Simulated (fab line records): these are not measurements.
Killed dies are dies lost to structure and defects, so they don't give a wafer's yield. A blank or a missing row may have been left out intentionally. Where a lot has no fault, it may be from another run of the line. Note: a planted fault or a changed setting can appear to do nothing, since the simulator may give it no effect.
fab line records ; flow sky130
[record] lots = 13; wafers = 39; lastDay = 50
route steps=708 shown LDD_N@253 LDD_P@265 CONTACT@429 METAL1@451
lots with no fault: from the same line, run without faults
startH: hours from the record's first day to the start of the lot's first wafer shown ; waitH: time in hours since the lot's previous step ; " repeats the value in the row above ; L1.1+2: a row that stands for several wafers ; - no value present, or no start provided ; * or withheld: withheld ; < > ~ a bound
route shown NAME@n: a module of which the file shows steps, and the number in the route of the first ; usual: mean/standard deviation of fault-free wafers ; same: alike in all rows ; chamber/n: place in a boat ; sites: each site's reading ; _std_site: their standard deviation ; _edge_site: mean of outer sites minus mean of inner sites ; radiusMm: for every site, how far away it sits from the centre of the wafer ; mask NAME#n: copy n ; behind: the last tool/chamber to shape the wafer ; hold: why the lot was held/for how many hours/how that ended ; device: whichever transistor did not switch (one of n, p or np) ; end of line: tests run on the same wafers once the route is complete ; step lacking rows: just its recipe ; killed: the dies lost at the first sort to structure and to defects; this is not the yield of the wafer ; map: dies across one wafer; x = killed, . = not, _ = none there
set.NAME: the setting the step ran with; set.NAME@STEP: the setting that earlier step ran with ; model.NAME: the simulator's own value behind a step, which no gauge read
route steps across a sampled set of lots; one table per step, one row per wafer
services: when a tool's chamber went out of use (startH, in hours from the record's first day, below 0 if earlier), for how many hours, and the reason
[[steps]]
[step SKY_LDD_N_STRIP_16]
[recipe] chemistry = O2/N2; powerW = 1400; pressureMtorr = 1500; platenTempC = withheld; o2FlowSccm = 3000; n2FlowSccm = 300; overashFraction = 0.5
[usual] chamberPressureMTorr = 1500.0/1.4; drypumpMotorCurrentA = 5.8/0.43; oesProductAu = 0.407/0.0046; stripTimeToEndpointS = 4.314/0.014
lot.wafer;tool;chamber;startH;waitH;chamberPressureMTorr;drypumpMotorCurrentA;oesProductAu;rfHoursCounterH;stripTimeToEndpointS
L574.2;plasmaAsher-03;1;399.29;0.1;1499.1;6.1;0.408;70;4.321
L574.4;plasmaAsher-03;1;399.29;0.1;1500.8;6.2;0.411;-;4.328
L574.6;plasmaAsher-03;1;399.29;0.1;1502.7;6.1;0.405;-;4.310
L576.3;plasmaAsher-01;0;425.25;0.1;1499.8;6.1;0.399;-;4.337
L576.4;plasmaAsher-01;1;425.25;0.1;1500.7;5.1;0.408;-;4.338
L576.6;plasmaAsher-01;1;425.25;0.1;1499.4;5.1;0.410;-;4.324
L577.2;plasmaAsher-03;0;438.29;0.1;1519.2;5.4;0.661;74;-
L577.3;plasmaAsher-03;0;438.29;0.1;1498.5;5.4;0.654;-;-
L577.6;plasmaAsher-03;1;438.29;0.1;1504.5;6.2;0.646;-;-
L578.1;plasmaAsher-02;0;438.59;0.1;1502.2;5.5;0.405;61;4.318
L578.5;plasmaAsher-02;1;438.59;0.1;1502.0;6.2;0.409;-;4.307
L578.6;plasmaAsher-02;0;438.59;0.1;1500.6;5.5;0.405;-;4.304
L580.3;plasmaAsher-02;0;464.38;0.1;1500.3;5.5;0.416;-;4.305
L580.4;plasmaAsher-02;1;464.38;0.1;1500.0;6.2;0.402;-;4.304
L580.5;plasmaAsher-02;1;464.38;0.1;1497.7;6.3;0.405;-;4.307
L587.1;plasmaAsher-03;1;528.34;0.1;1498.8;6.2;0.414;87;4.332
L587.3;plasmaAsher-03;1;528.34;0.1;1500.7;6.1;0.403;-;4.316
L587.4;plasmaAsher-03;0;528.34;0.1;1499.7;5.4;0.416;-;4.324
L586.2;plasmaAsher-01;0;528.77;0.1;1498.3;6.1;0.406;43;4.270
L586.5;plasmaAsher-01;0;528.77;0.1;1497.9;6.1;0.408;-;4.295
L586.6;plasmaAsher-01;1;528.77;0.1;1500.7;5.1;0.410;-;4.313
L589.4;plasmaAsher-03;1;540.83;0.1;1499.5;6.1;0.413;-;4.313
L589.5;plasmaAsher-03;0;540.83;0.1;1500.0;5.4;0.405;-;4.317
L589.6;plasmaAsher-03;1;540.83;0.1;1499.6;6.2;0.410;-;4.318
L590.1;plasmaAsher-03;1;549.69;0.1;1498.5;6.1;0.393;89;4.317
L590.3;plasmaAsher-03;1;549.69;0.1;1498.5;6.1;0.418;-;4.313
L590.4;plasmaAsher-03;0;549.69;0.1;1503.5;5.4;0.407;-;4.304
L591.1;plasmaAsher-02;1;557.24;0.1;1500.6;6.2;0.405;71;4.326
L591.5;plasmaAsher-02;1;557.24;0.1;1498.6;6.2;0.411;-;4.340
L591.6;plasmaAsher-02;0;557.24;0.1;1504.1;5.6;0.405;-;4.322
L593.1;plasmaAsher-03;1;566.99;0.1;1500.5;6.1;0.411;91;4.322
L593.2;plasmaAsher-03;0;566.99;0.1;1495.8;5.4;0.402;91;4.307
L593.4;plasmaAsher-03;0;566.99;0.1;1498.6;5.4;0.400;-;4.294
L596.2;plasmaAsher-01;1;594.29;0.1;1501.7;5.1;0.408;50;4.328
L596.4;plasmaAsher-01;1;594.29;0.1;1500.7;5.1;0.401;-;4.314
L596.5;plasmaAsher-01;1;594.29;0.1;1499.0;5.1;0.413;-;4.325
L597.1;plasmaAsher-03;0;620.69;0.1;1500.1;5.4;0.407;97;4.316
L597.3;plasmaAsher-03;1;620.69;0.1;1500.5;6.1;0.407;-;4.325
L597.4;plasmaAsher-03;0;620.69;0.1;1502.3;5.4;0.412;-;4.309
[step SKY_LDD_P_STRIP_10]
[recipe] chemistry = O2/N2; powerW = 1400; pressureMtorr = 1500; platenTempC = withheld; o2FlowSccm = 3000; n2FlowSccm = 300; overashFraction = 0.5
[usual] chamberPressureMTorr = 1500.2/1.5; drypumpMotorCurrentA = 5.8/0.44; oesProductAu = 0.715/0.0043; stripTimeToEndpointS = 14.17/0.044
lot.wafer;tool;chamber;startH;waitH;chamberPressureMTorr;drypumpMotorCurrentA;oesProductAu;rfHoursCounterH;stripTimeToEndpointS
L574.2;plasmaAsher-01;1;428.61;0.1;1500.7;5.1;0.716;30;14.17
L574.4;plasmaAsher-01;0;428.61;0.1;1498.8;6.1;0.709;-;14.14
L574.6;plasmaAsher-01;0;428.61;0.1;1500.7;6.2;0.718;-;14.17
L576.3;plasmaAsher-01;0;455.47;0.1;1497.5;6.2;0.714;-;14.15
L576.4;plasmaAsher-01;1;455.47;0.1;1501.0;5.1;0.717;-;14.15
L576.6;plasmaAsher-01;0;455.47;0.1;1497.7;6.1;0.721;-;14.20
L577.2;plasmaAsher-03;0;467.32;0.1;1499.4;5.4;0.714;78;17.76
L577.3;plasmaAsher-03;1;467.32;0.1;1500.8;6.1;0.720;-;17.79
L577.6;plasmaAsher-03;0;467.32;0.1;1501.9;5.4;0.717;-;17.84
L578.1;plasmaAsher-01;0;467.97;0.1;1500.9;6.2;0.712;36;14.19
L578.5;plasmaAsher-01;1;467.97;0.1;1500.3;5.1;0.713;-;14.16
L578.6;plasmaAsher-01;0;467.97;0.1;1501.6;6.2;0.712;-;14.24
L580.3;plasmaAsher-03;1;496.70;0.1;1500.3;6.1;0.713;-;14.17
L580.4;plasmaAsher-03;0;496.70;0.1;1498.9;5.4;0.726;-;14.18
L580.5;plasmaAsher-03;1;496.70;0.1;1499.4;6.1;0.713;-;14.24
L587.1;plasmaAsher-01;0;557.67;0.1;1498.4;6.2;0.712;46;14.15
L587.3;plasmaAsher-01;1;557.67;0.1;1501.0;5.1;0.713;-;14.17
L587.4;plasmaAsher-01;0;557.67;0.1;1499.0;6.2;0.714;-;14.07
L586.2;plasmaAsher-01;0;558.57;0.1;1499.2;6.2;0.718;46;14.16
L586.5;plasmaAsher-01;0;558.57;0.1;1502.8;6.2;0.719;-;14.17
L586.6;plasmaAsher-01;1;558.57;0.1;1501.1;5.1;0.716;-;14.20
L589.4;plasmaAsher-04;1;571.25;0.1;1501.1;6.2;0.719;-;14.19
L589.5;plasmaAsher-04;0;571.25;0.1;1498.9;6.0;0.713;-;14.17
L589.6;plasmaAsher-04;1;571.25;0.1;1503.0;6.2;0.716;-;14.22
L590.1;plasmaAsher-03;0;579.86;0.1;1502.0;5.4;0.711;92;14.26
L590.3;plasmaAsher-03;1;579.86;0.1;1499.8;6.2;0.720;-;14.29
L590.4;plasmaAsher-03;0;579.86;0.1;1502.2;5.4;0.711;-;14.24
L591.1;plasmaAsher-01;0;587.44;0.1;1500.6;6.2;0.710;50;14.11
L591.5;plasmaAsher-01;0;587.44;0.1;1499.9;6.2;0.716;-;14.15
L591.6;plasmaAsher-01;1;587.44;0.1;1500.7;5.1;0.715;-;14.13
L593.1;plasmaAsher-03;1;597.53;0.1;1501.2;6.2;0.722;94;14.18
L593.2;plasmaAsher-03;0;597.53;0.1;1500.2;5.4;0.712;94;14.14
L593.4;plasmaAsher-03;0;597.53;0.1;1501.3;5.4;0.720;-;14.16
L596.2;plasmaAsher-03;0;624.26;0.1;1497.7;5.4;0.717;97;14.13
L596.4;plasmaAsher-03;1;624.26;0.1;1499.7;6.2;0.703;-;14.10
L596.5;plasmaAsher-03;0;624.26;0.1;1497.4;5.4;0.720;-;14.09
L597.1;plasmaAsher-03;0;649.86;0.1;1496.4;5.4;0.717;100;14.16
L597.3;plasmaAsher-03;0;649.86;0.1;1500.6;5.4;0.717;-;14.18
L597.4;plasmaAsher-03;1;649.86;0.1;1503.2;6.2;0.713;-;14.16
[step SKY_LDD_P_TW_MEAS_11]
[usual] LDD_P_TW = 637/7.3
lot.wafer;tool;chamber;startH;waitH;LDD_P_TW
L574.2;filmMetro-01;-;428.72;0.1;628
L574.4;filmMetro-01;-;428.72;0.1;629
L574.6;filmMetro-01;-;428.72;0.1;628
L576.3;filmMetro-03;-;455.56;0.1;646
L576.4;filmMetro-03;-;455.56;0.1;650
L576.6;filmMetro-03;-;455.56;0.1;646
L577.2;filmMetro-02;-;467.43;0.1;30
L577.3;filmMetro-02;-;467.43;0.1;30
L577.6;filmMetro-02;-;467.43;0.1;30
L578.1;filmMetro-01;-;468.07;0.1;629
L578.5;filmMetro-01;-;468.07;0.1;632
L578.6;filmMetro-01;-;468.07;0.1;626
L580.3;filmMetro-01;-;496.78;0.1;626
L580.4;filmMetro-01;-;496.78;0.1;628
L580.5;filmMetro-01;-;496.78;0.1;628
L587.1;filmMetro-02;-;557.77;0.1;638
L587.3;filmMetro-02;-;557.77;0.1;639
L587.4;filmMetro-02;-;557.77;0.1;641
L586.2;filmMetro-02;-;558.68;0.1;641
L586.5;filmMetro-02;-;558.68;0.1;641
L586.6;filmMetro-02;-;558.68;0.1;637
L589.4;filmMetro-01;-;571.34;0.1;627
L589.5;filmMetro-01;-;571.34;0.1;630
L589.6;filmMetro-01;-;571.34;0.1;626
L590.1;filmMetro-03;-;579.96;0.1;648
L590.3;filmMetro-03;-;579.96;0.1;645
L590.4;filmMetro-03;-;579.96;0.1;650
L591.1;filmMetro-03;-;587.54;0.1;650
L591.5;filmMetro-03;-;587.54;0.1;652
L591.6;filmMetro-03;-;587.54;0.1;646
L593.1;filmMetro-02;-;597.63;0.1;639
L593.2;filmMetro-02;-;597.63;0.1;638
L593.4;filmMetro-02;-;597.63;0.1;636
L596.2;filmMetro-01;-;624.37;0.1;628
L596.4;filmMetro-01;-;624.37;0.1;627
L596.5;filmMetro-01;-;624.37;0.1;630
L597.1;filmMetro-01;-;649.96;0.1;635
L597.3;filmMetro-01;-;649.96;0.1;633
L597.4;filmMetro-01;-;649.96;0.1;629
[step SKY_CONTACT_SPUTTER_23]
[recipe] material = TiN; targetThkNm = 20; chamberPressurePa = 5; powerW = 4000; timeS = 80
[usual] throttleValvePct = 29.8/0.81
lot.wafer;tool;chamber;startH;waitH;throttleValvePct
L574.2;pvdSputter-03;-;733.39;0.0;31.1
L574.4;pvdSputter-03;-;733.39;0.0;30.7
L574.6;pvdSputter-03;-;733.39;0.0;29.2
L576.3;pvdSputter-04;-;752.76;0.0;30.3
L576.4;pvdSputter-04;-;752.76;0.0;30.1
L576.6;pvdSputter-04;-;752.76;0.0;28.8
L577.2;pvdSputter-02;-;767.00;0.0;28.7
L577.3;pvdSputter-02;-;767.00;0.0;28.6
L577.6;pvdSputter-02;-;767.00;0.0;30.4
L578.1;pvdSputter-04;-;767.54;0.0;28.8
L578.5;pvdSputter-04;-;767.54;0.0;29.9
L578.6;pvdSputter-04;-;767.54;0.0;30.2
L580.3;pvdSputter-02;-;791.64;0.0;28.5
L580.4;pvdSputter-02;-;791.64;0.0;28.4
L580.5;pvdSputter-02;-;791.64;0.0;28.7
L587.1;pvdSputter-04;-;844.89;0.0;30.5
L587.3;pvdSputter-04;-;844.89;0.0;30.4
L587.4;pvdSputter-04;-;844.89;0.0;30.0
L586.2;pvdSputter-04;-;846.88;0.0;30.3
L586.5;pvdSputter-04;-;846.88;0.0;29.0
L586.6;pvdSputter-04;-;846.88;0.0;30.5
L589.4;pvdSputter-02;-;855.63;0.0;30.3
L589.5;pvdSputter-02;-;855.63;0.0;30.1
L589.6;pvdSputter-02;-;855.63;0.0;28.9
L590.1;pvdSputter-02;-;864.29;0.0;30.4
L590.3;pvdSputter-02;-;864.29;0.0;30.3
L590.4;pvdSputter-02;-;864.29;0.0;28.7
L591.1;pvdSputter-02;-;873.84;0.0;30.4
L591.5;pvdSputter-02;-;873.84;0.0;30.5
L591.6;pvdSputter-02;-;873.84;0.0;28.7
L593.1;pvdSputter-04;-;880.14;0.0;30.1
L593.2;pvdSputter-04;-;880.14;0.0;30.6
L593.4;pvdSputter-04;-;880.14;0.0;30.3
L596.2;pvdSputter-02;-;904.02;0.0;28.5
L596.4;pvdSputter-02;-;904.02;0.0;30.1
L596.5;pvdSputter-02;-;904.02;0.0;30.2
L597.1;pvdSputter-04;-;925.49;0.0;30.3
L597.3;pvdSputter-04;-;925.49;0.0;29.9
L597.4;pvdSputter-04;-;925.49;0.0;30.3
[step SKY_METAL1_DESCUM_17]
[recipe] chemistry = O2; sourcePowerW = 150; biasPowerW = 0; pressureMtorr = 10; tempC = 40; timeS = 8
[usual] drypumpMotorCurrentA = 5.9/0.43; oesProductAu = 0.998/0.011
[same] biasPowerW = 0
lot.wafer;tool;chamber;startH;waitH;drypumpMotorCurrentA;oesProductAu;rfHoursCounterH
L574.2;rieMetal-04;0;761.03;0.0;5.7;0.983;-
L574.4;rieMetal-04;0;761.03;0.0;5.8;0.990;-
L574.6;rieMetal-04;0;761.03;0.0;5.7;0.994;-
L576.3;rieMetal-04;0;780.37;0.0;5.7;0.992;-
L576.4;rieMetal-04;1;780.37;0.0;5.1;1.019;-
L576.6;rieMetal-04;0;780.37;0.0;5.7;0.991;-
L577.2;rieMetal-01;0;794.77;0.0;6.3;0.978;11
L577.3;rieMetal-01;1;794.77;0.0;6.4;0.976;-
L577.6;rieMetal-01;1;794.77;0.0;6.4;0.982;-
L578.1;rieMetal-04;1;795.51;0.0;5.1;1.014;1
L578.5;rieMetal-04;1;795.51;0.0;5.1;1.014;-
L578.6;rieMetal-04;0;795.51;0.0;5.7;1.001;-
L580.3;rieMetal-02;0;819.35;0.0;6.1;1.003;-
L580.4;rieMetal-02;1;819.35;0.0;5.7;1.015;-
L580.5;rieMetal-02;1;819.35;0.0;5.7;1.007;-
L587.1;rieMetal-04;0;872.79;0.0;5.7;0.986;11
L587.3;rieMetal-04;0;872.79;0.0;5.8;0.993;-
L587.4;rieMetal-04;1;872.79;0.0;5.1;1.006;-
L586.2;rieMetal-02;0;874.24;0.0;6.1;1.007;10
L586.5;rieMetal-02;1;874.24;0.0;5.7;1.018;-
L586.6;rieMetal-02;0;874.24;0.0;6.0;1.011;-
L589.4;rieMetal-02;0;883.10;0.0;6.0;1.004;-
L589.5;rieMetal-02;1;883.10;0.0;5.7;1.008;-
L589.6;rieMetal-02;0;883.10;0.0;6.0;1.016;-
L590.1;rieMetal-02;0;891.21;0.0;6.0;1.015;11
L590.3;rieMetal-02;0;891.21;0.0;6.0;1.003;-
L590.4;rieMetal-02;1;891.21;0.0;5.7;1.017;-
L591.1;rieMetal-02;1;901.22;0.0;5.7;1.002;2
L591.5;rieMetal-02;1;901.22;0.0;5.7;1.009;-
L591.6;rieMetal-02;0;901.22;0.0;6.0;1.001;-
L593.1;rieMetal-04;0;906.74;0.0;5.8;0.997;12
L593.2;rieMetal-04;1;906.74;0.0;5.1;1.003;6
L593.4;rieMetal-04;0;906.74;0.0;5.8;0.999;-
L596.2;rieMetal-04;0;930.41;0.0;5.7;0.990;14
L596.4;rieMetal-04;0;930.41;0.0;5.7;0.999;-
L596.5;rieMetal-04;1;930.41;0.0;5.1;1.000;-
L597.1;rieMetal-02;0;951.29;0.0;6.1;0.991;14
L597.3;rieMetal-02;1;951.29;0.0;5.7;1.022;-
L597.4;rieMetal-02;0;951.29;0.0;6.1;1.004;-
[step SKY_METAL1_METAL_ETCH_19]
[recipe] targetDepthA = 3600; stopOn = SiO2; overEtchFrac = 0.3; timeS = 78; chemistry = Cl2/BCl3; resistSidewallDeg = 88; pressureMtorr = 10; icpW = 900; biasW = 48.5; Cl2_flow_sccm = 60; bcl3FlowSccm = 30
[usual] drypumpMotorCurrentA = 5.9/0.43; oesProductAu = 0.855/0.0057; throttleValvePct = 22.264/0.009
[same] overEtchFrac = 0.3
lot.wafer;tool;chamber;startH;waitH;drypumpMotorCurrentA;oesProductAu;rfHoursCounterH;throttleValvePct
L574.2;rieMetal-04;0;761.23;0.1;5.7;0.853;-;22.278
L574.4;rieMetal-04;0;761.23;0.1;5.7;0.851;-;22.280
L574.6;rieMetal-04;0;761.23;0.1;5.7;0.855;-;22.257
L576.3;rieMetal-04;0;780.49;0.1;5.7;0.854;-;22.276
L576.4;rieMetal-04;1;780.49;0.1;5.1;0.861;-;22.278
L576.6;rieMetal-04;0;780.49;0.1;5.7;0.856;-;22.269
L577.2;rieMetal-01;0;794.86;0.0;6.2;0.851;11;22.265
L577.3;rieMetal-01;1;794.86;0.0;6.4;0.839;-;22.252
L577.6;rieMetal-01;1;794.86;0.0;6.4;0.853;-;22.268
L578.1;rieMetal-04;1;795.61;0.0;5.1;0.854;1;22.276
L578.5;rieMetal-04;1;795.61;0.0;5.1;0.854;-;22.262
L578.6;rieMetal-04;0;795.61;0.0;5.7;0.858;-;22.269
L580.3;rieMetal-02;0;819.47;0.1;6.0;0.856;-;22.258
L580.4;rieMetal-02;1;819.47;0.1;5.7;0.858;-;22.254
L580.5;rieMetal-02;1;819.47;0.1;5.7;0.850;-;22.257
L587.1;rieMetal-04;0;872.89;0.0;5.8;0.846;11;22.266
L587.3;rieMetal-04;0;872.89;0.0;5.7;0.861;-;22.271
L587.4;rieMetal-04;1;872.89;0.0;5.1;0.856;-;22.258
L586.2;rieMetal-02;0;874.34;0.0;6.1;0.846;10;22.270
L586.5;rieMetal-02;1;874.34;0.0;5.7;0.866;-;22.267
L586.6;rieMetal-02;0;874.34;0.0;6.1;0.852;-;22.267
L589.4;rieMetal-02;0;883.22;0.1;6.0;0.858;-;22.281
L589.5;rieMetal-02;1;883.22;0.1;5.7;0.854;-;22.262
L589.6;rieMetal-02;0;883.22;0.1;6.1;0.844;-;22.268
L590.1;rieMetal-02;0;891.31;0.0;6.0;0.847;11;22.274
L590.3;rieMetal-02;0;891.31;0.0;6.0;0.855;-;22.269
L590.4;rieMetal-02;1;891.31;0.0;5.7;0.859;-;22.266
L591.1;rieMetal-02;1;901.31;0.0;5.7;0.855;2;22.255
L591.5;rieMetal-02;1;901.31;0.0;5.7;0.855;-;22.245
L591.6;rieMetal-02;0;901.31;0.0;6.0;0.851;-;22.265
L593.1;rieMetal-04;0;906.84;0.0;5.7;0.865;12;22.260
L593.2;rieMetal-04;1;906.84;0.0;5.1;0.855;6;22.281
L593.4;rieMetal-04;0;906.84;0.0;5.8;0.856;-;22.248
L596.2;rieMetal-04;0;930.51;0.0;5.7;0.856;14;22.258
L596.4;rieMetal-04;0;930.51;0.0;5.7;0.852;-;22.262
L596.5;rieMetal-04;1;930.51;0.0;5.1;0.852;-;22.268
L597.1;rieMetal-02;0;951.39;0.0;6.0;0.853;14;22.248
L597.3;rieMetal-02;1;951.39;0.0;5.7;0.860;-;22.258
L597.4;rieMetal-02;0;951.39;0.0;6.1;0.848;-;22.270
[[services]]
tool;chamber;startH;hours;kind
plasmaAsher-03;-;381.68;2.9;repair
rieMetal-04;-;412.80;15.6;pm
pvdSputter-04;-;423.63;2.7;repair
rieMetal-02;-;438.21;0.8;repair
rieMetal-04;0;457.40;3.5;repair
rieMetal-04;-;462.82;0.7;repair
plasmaAsher-03;-;474.02;2.8;pm
rieMetal-04;0;496.21;22.2;repair
plasmaAsher-01;-;502.62;7.2;repair
pvdSputter-02;-;506.02;5.9;repair
pvdSputter-02;-;547.53;0.8;repair
plasmaAsher-01;-;558.86;0.9;repair
rieMetal-04;0;568.88;7.3;repair
rieMetal-04;0;602.30;7.7;repair
rieMetal-02;-;719.24;0.3;repair
plasmaAsher-03;-;733.75;9.0;pm
rieMetal-02;-;773.84;28.1;pm
rieMetal-04;1;788.64;4.6;repair
plasmaAsher-03;-;789.10;14.6;pm
plasmaAsher-01;-;806.90;3.8;repair
plasmaAsher-01;-;827.13;2.8;pm
plasmaAsher-03;-;845.49;1.2;repair
rieMetal-02;1;923.38;7.8;repair
rieMetal-02;1;942.95;4.0;repair
[[key]]
[firstSign] step = SKY_LDD_N_STRIP_16; reading = oesProductAu; direction = up; sigmas = 54; usual = 0.407; struck = 0.654
[effect] step = SKY_LDD_N_STRIP_16; reading = chamberPressureMTorr; direction = up; sigmas = 5.2; usual = 1500.0; struck = 1507.4; wafersMoved = 2
[effect] step = SKY_LDD_P_STRIP_10; reading = stripTimeToEndpointS; direction = up; sigmas = 82; usual = *; struck = *
[effect] step = SKY_LDD_P_TW_MEAS_11; reading = LDD_P_TW; direction = down; sigmas = 83; usual = 637; struck = 30
metAt SKY_LDD_N_STRIP_16
struckLots L577
sortLeftOut L577.2,L577.3,L577.6
testerLeftOut L577
notActingAt SKY_CONTACT_SPUTTER_23,SKY_METAL1_DESCUM_17,SKY_METAL1_METAL_ETCH_19
onsetBetween 399.29 438.29
[fault] kind = stripAborted; tool = plasmaAsher-03; chamber = -; onsetH = 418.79; steps = SKY_LDD_N_STRIP_16; offset = 1; endH = 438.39
// testerLeftOut: of these lots the tester's yield and bins aren't shown, on N5 and GAA mostly nor the transistor test; their killed dies are dies lost to structure and defects alone, not to doping, threshold or leakage, so they don't give the yield
// sortLeftOut: the simulated sort isn't trusted on such a fault, so these wafers' sort isn't shown, and their yield isn't known
